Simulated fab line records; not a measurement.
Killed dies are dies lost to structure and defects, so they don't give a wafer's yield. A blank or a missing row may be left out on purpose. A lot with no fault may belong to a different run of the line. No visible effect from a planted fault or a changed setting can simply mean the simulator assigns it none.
Which tool was responsible? | flow gf180mcu | Sampling: 13 lots, 39 wafers, 5 of 602 route steps

WHAT EACH GAUGE READ, for each wafer
GF_POLY_GATE_CD_MEAS_10: target cd 280 nm.
lot  | measured     | on        | cd_nm (nm)
L303 | day 9 10:00  | cd_sem-01 | 279.8 278.7 280.0
L305 | day 10 01:17 | cd_sem-02 | 280.8 281.1 280.0
L306 | day 10 09:19 | cd_sem-02 | 281.4 281.2 283.0
L308 | day 10 19:47 | cd_sem-01 | 280.2 280.7 279.8
L309 | day 11 08:05 | cd_sem-01 | 279.6 279.6 279.0
L310 | day 11 13:51 | cd_sem-02 | 280.8 281.5 280.6
L311 | day 11 18:29 | cd_sem-01 | 281.5 278.6 279.9
L312 | day 12 07:14 | cd_sem-01 | 280.0 277.5 278.7
L318 | day 14 01:41 | cd_sem-01 | 282.0 281.8 280.3
L320 | day 14 13:05 | cd_sem-02 | 280.8 280.6 280.8
L322 | day 15 05:45 | cd_sem-02 | 280.5 281.5 281.5
L323 | day 15 10:18 | cd_sem-02 | 280.8 280.6 279.5
L324 | day 15 16:58 | cd_sem-02 | 278.5 279.1 278.1

GF_HV_LDD_OVL_MEAS_20.
lot  | measured     | on         | HV_LDD_01_OVL (nm)
L303 | day 11 00:08 | overlay-02 | -2.6 -1.1 -0.1
L305 | day 11 16:26 | overlay-02 | 1.6 -0.2 0.5
L306 | day 12 00:11 | overlay-02 | -1.7 -1.9 -0.9
L308 | day 12 11:49 | overlay-02 | 0.5 -0.5 -0.3
L309 | day 13 02:22 | overlay-02 | -0.3 -1.2 0.6
L310 | day 13 05:52 | overlay-02 | -0.5 -0.2 -0.1
L311 | day 13 11:02 | overlay-01 | 1.2 0.2 -0.6
L312 | day 14 01:29 | overlay-01 | 1.7 -0.8 -0.1
L318 | day 15 21:46 | overlay-01 | -1.3 -0.9 -0.4
L320 | day 16 10:04 | overlay-02 | -1.0 -0.7 -1.7
L322 | day 17 03:50 | overlay-02 | -0.3 -0.2 0.1
L323 | day 17 08:46 | overlay-02 | -2.6 -2.2 -0.5
L324 | day 17 15:58 | overlay-01 | 0.8 -1.3 0.2

GF_HV_LDD_THK_MEAS_55.
lot  | measured     | on            | HV_LDD_CVD_54_THK (nm)
L303 | day 12 16:23 | film_metro-03 | 10.01 10.04 9.98
L305 | day 13 08:55 | film_metro-04 | 9.99 9.82 9.89
L306 | day 13 17:49 | film_metro-04 | 10.04 9.95 9.95
L308 | day 14 05:44 | film_metro-03 | 9.87 9.89 10.00
L309 | day 14 22:08 | film_metro-03 | 9.52 9.55 9.62
L310 | day 15 01:11 | film_metro-04 | 10.06 9.99 9.96
L311 | day 15 07:08 | film_metro-01 | 10.24 10.15 10.24
L312 | day 15 22:11 | film_metro-01 | 10.06 9.83 9.99
L318 | day 17 22:21 | film_metro-01 | 9.82 9.74 9.87
L320 | day 18 11:35 | film_metro-01 | 6.58 6.60 6.60
L322 | day 19 05:22 | film_metro-01 | 9.90 9.92 9.81
L323 | day 19 10:43 | film_metro-01 | 10.06 9.78 9.87
L324 | day 19 18:53 | film_metro-01 | 9.81 9.91 10.00

GF_HV_LDD_THK_MEAS_57.
lot  | measured     | on            | HV_LDD_CVD_56_THK (nm)
L303 | day 12 17:53 | film_metro-03 | 89.8 89.7 89.7
L305 | day 13 10:50 | film_metro-01 | 89.5 89.0 89.4
L306 | day 13 20:01 | film_metro-03 | 89.0 89.7 89.3
L308 | day 14 07:14 | film_metro-03 | 89.5 90.1 88.8
L309 | day 14 23:38 | film_metro-03 | 90.2 90.0 90.4
L310 | day 15 02:40 | film_metro-03 | 88.7 89.1 87.9
L311 | day 15 08:37 | film_metro-04 | 90.0 89.2 89.0
L312 | day 15 23:41 | film_metro-03 | 88.9 88.9 89.0
L318 | day 17 23:50 | film_metro-03 | 89.3 89.0 88.8
L320 | day 18 13:04 | film_metro-03 | 92.4 92.3 92.0
L322 | day 19 06:52 | film_metro-01 | 88.7 88.4 89.0
L323 | day 19 12:13 | film_metro-01 | 89.4 89.7 89.3
L324 | day 19 20:22 | film_metro-03 | 90.2 90.3 89.4

WHAT TOOL EACH LOT RAN ON (gives the tool, then ch and the chambers of the sampled wafers, and finally the start)
lot  | GF_HV_LDD_CVD_54
L303 | lpcvd-01 ch 0, day 12 15:21
L305 | lpcvd-02 ch 0, day 13 07:51
L306 | lpcvd-01 ch 0, day 13 16:48
L308 | lpcvd-02 ch 0, day 14 04:43
L309 | lpcvd-02 ch 0, day 14 20:36
L310 | lpcvd-02 ch 1, day 15 00:10
L311 | lpcvd-01 ch 1, day 15 06:06
L312 | lpcvd-02 ch 1, day 15 21:09
L318 | lpcvd-02 ch 0, day 17 20:49
L320 | lpcvd-01 ch 0, day 18 10:33
L322 | lpcvd-02 ch 1, day 19 04:21
L323 | lpcvd-02 ch 0, day 19 09:42
L324 | lpcvd-02 ch 0, day 19 17:51
- GF_HV_LDD_CVD_54: deposits SiO2 from TEOS, target thk 10 nm, time 75 s.

AS READ BY THE TOOLS THEMSELVES (means over the sampled wafers that have a number; for cases with no such wafer, the mark the record gives instead)
GF_HV_LDD_CVD_54.
lot  | tool     | spike_tc_centre_C (C) | zone_power_centre_pct (%) | zone_power_lower_pct (%)
L303 | lpcvd-01 | 680.0                 | 10.4                      | 10.7
L305 | lpcvd-02 | 679.6                 | 9.4                       | 11.0
L306 | lpcvd-01 | 679.6                 | 10.3                      | 10.7
L308 | lpcvd-02 | 680.6                 | 9.3                       | 11.2
L309 | lpcvd-02 | 679.8                 | 9.4                       | 11.0
L310 | lpcvd-02 | 683.0                 | 9.3                       | 12.3
L311 | lpcvd-01 | 683.1                 | 8.8                       | 10.8
L312 | lpcvd-02 | 682.7                 | 9.4                       | 12.5
L318 | lpcvd-02 | 680.6                 | 9.4                       | 11.0
L320 | lpcvd-01 | 679.9                 | 10.3                      | 10.6
L322 | lpcvd-02 | 682.1                 | 9.6                       | 12.5
L323 | lpcvd-02 | 680.3                 | 9.3                       | 11.2
L324 | lpcvd-02 | 679.7                 | 9.4                       | 11.1

THE ANSWER, worked out from the rows above alone
Rule: the lots themselves supply what counts as usual. The widest of any qualifying gaps counts: lots, ordered by their means at a reading, are off when they make up no more than a third of the lots, leave a main group of 4 or more, and stand apart from it by 3 or more times the standard deviation of that group's means. If all means in a main group match to the digits the tables above print for the reading, that group is not used. Also off: a lot with no number at a reading for which 4 or more lots have one. Any other lot the step has rows for is counted as sound. First the gauges in route order, then the tools' own readings, where a lot's mean is used as printed above. At the first step where some lot is off, the reading lying furthest off is the one used; lots without a number count as furthest.
Off: L320, seen at GF_HV_LDD_THK_MEAS_55 (HV_LDD_CVD_54_THK). For the main group the mean is 9.92 nm and the standard deviation 0.14.
If a tool, at a process step before that reading, ran all the lots that are off and no sound lot after the first of them, it fits. The gauges at GF_HV_LDD_THK_MEAS_55 aren't tried: what is off there is off at GF_HV_LDD_THK_MEAS_57 too, on other tools, and a gauge's error can't cause that. One fits: lpcvd-01 at GF_HV_LDD_CVD_54. Its last sound lot is L311 (day 15 06:06), its first lot that is off L320 (day 18 10:33): a fault that began between those two fits.

WHAT WAS PUT IN BY THE SIMULATOR
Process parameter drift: lpcvd-01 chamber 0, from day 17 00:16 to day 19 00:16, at GF_HV_LDD_CVD_54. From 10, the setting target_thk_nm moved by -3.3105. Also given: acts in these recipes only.
Shown lots that were struck: L320. This agrees with what the rule above found.
